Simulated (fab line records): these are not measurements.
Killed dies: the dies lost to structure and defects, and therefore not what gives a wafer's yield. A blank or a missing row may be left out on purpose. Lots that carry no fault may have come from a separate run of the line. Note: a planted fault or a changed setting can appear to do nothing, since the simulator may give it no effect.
One fault seen from 2 desks	flow gf180mcu	numbers are kept per desk, each desk with only its own; the story behind them comes last

FROM THE METROLOGY DESK
Means of the sampled wafers that have a number, per lot and without regard to the tool the lot ran on: this is what the gauges read. The brackets show how far a lot's mean lies from the usual mean; more than 4 standard deviations puts the lot out of limits, marked OUT.
Columns: A = MVPSD_TW at GF_MVPSD_TW_MEAS_11, usual 560.2
lot	first seen here	A
L969	day 5 07:19	560.0
L970	day 5 14:05	559.5
L971	day 5 18:24	559.6
L972	day 5 23:33	563.2
L973	day 6 07:59	559.0
L974	day 6 13:55	559.5
L975	day 6 17:58	561.8
L982	day 8 10:17	561.5
L984	day 9 01:20	558.0
L986	day 9 08:18	558.3
L989	day 10 10:23	555.0
L990	day 10 12:02	562.2
L991	day 10 18:49	563.0
This desk found nothing out of limits on any of the 13 lots.

AT THE TOOL OWNER'S DESK: litho track-04
The tool's own readings at GF_POLY_GATE_PEB_08 (peb time 90 s): means of the sampled wafers that have a number, for each lot that ran on this tool. The brackets show how far a lot's mean lies from the usual mean; more than 4 standard deviations puts the lot out of limits, marked OUT.
Columns: A = heater power total W at GF_POLY_GATE_PEB_08, usual 85.69 W
lot	first seen here	A
L972	day 10 08:13	85.64
L975	day 11 04:53	85.80
L982	day 13 06:31	86.97 (+16) OUT
L984	day 13 23:22	86.35 (+8.1) OUT
This desk finds L982, L984 out of limits, L982 being first, at day 13 06:31 (heater power total W at GF_POLY_GATE_PEB_08). L972, L975: within limits.

TAKEN TOGETHER
The tool owner's desk could have raised an alarm at day 13 06:31, on L982, L984.
At the metrology desk, nothing out of limits was observed.
The metrology desk holds a record of L982, L984, inside its limits.
On litho track-04, each named lot ran GF_POLY_GATE_PEB_08.

WHAT WAS PUT IN BY THE SIMULATOR
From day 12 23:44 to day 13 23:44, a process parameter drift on litho track-04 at GF_POLY_GATE_PEB_08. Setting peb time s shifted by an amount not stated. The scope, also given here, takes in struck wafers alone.
Shown lots that were struck: L982, L984.
How many hours passed from the start of the fault until each desk's first out-of-limits reading: the tool owner's desk, 7.
